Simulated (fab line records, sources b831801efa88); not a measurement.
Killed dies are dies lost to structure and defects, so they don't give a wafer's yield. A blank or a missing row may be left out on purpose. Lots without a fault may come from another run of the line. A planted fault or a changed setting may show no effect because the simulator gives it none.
Chamber matching | flow gf180mcu | GF_V3_CMP_04 on cmp-01: 4 sister chambers
The step polishes SiO2. 8 wafers are shown with their chamber, then 7 later ones without.

WAFERS WITH THEIR CHAMBER
wafer  | chamber | motor_current_A (A) | time_to_endpoint_s (s)
L571.6 | 2       | 12.8                | 89
L576.2 | 1       | 12.5                | 80
L576.3 | 2       | 11.8                | 80
L581.4 | 3       | 10.5                | 83
L581.5 | 1       | 12.5                | 82
L581.6 | 0       | 10.7                | 80
L590.2 | 3       | 10.3                | 77
L590.3 | 0       | 10.5                | 75

WAFERS WITHOUT THEIR CHAMBER
wafer  | motor_current_A (A) | time_to_endpoint_s (s)
L590.6 | 11.1                | 79
L592.2 | 10.9                | 76
L592.3 | 13.2                | 86
L592.6 | 11.1                | 88
L593.1 | 12.1                | 79
L593.2 | 10.2                | 75
L593.3 | 11.1                | 75

WHICH CHAMBER EACH WENT THROUGH
wafer  | from the rows above               | in truth
L590.6 | can't be placed: 0 or 3           | 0
L592.2 | can't be placed: 0 or 3           | 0
L592.3 | can't be placed: 1 or 2           | 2
L592.6 | can't be placed: 3 or 0 or 2 or 1 | 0
L593.1 | can't be placed: 1 or 2           | 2
L593.2 | can't be placed: 0 or 3           | 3
L593.3 | can't be placed: 0 or 3           | 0
Placed correctly: 0 of 7. Can't be placed from these rows: 7 (the true chamber is among the candidates in 7). Placed wrongly: 0.
How it was worked out, from the rows above alone: a wafer's distance from a chamber is the root of the sum, over the readings, of the square of ((its reading less the chamber's mean) divided by the reading's scatter). The wafer belongs to the nearest chamber; if the next one is less than 2 further off, it can't be placed. A chamber's mean is the mean of its shown wafers. The scatter: the root of (the sum of the squares of (reading less its chamber's mean) over the shown wafers, divided by (wafers less chambers)).
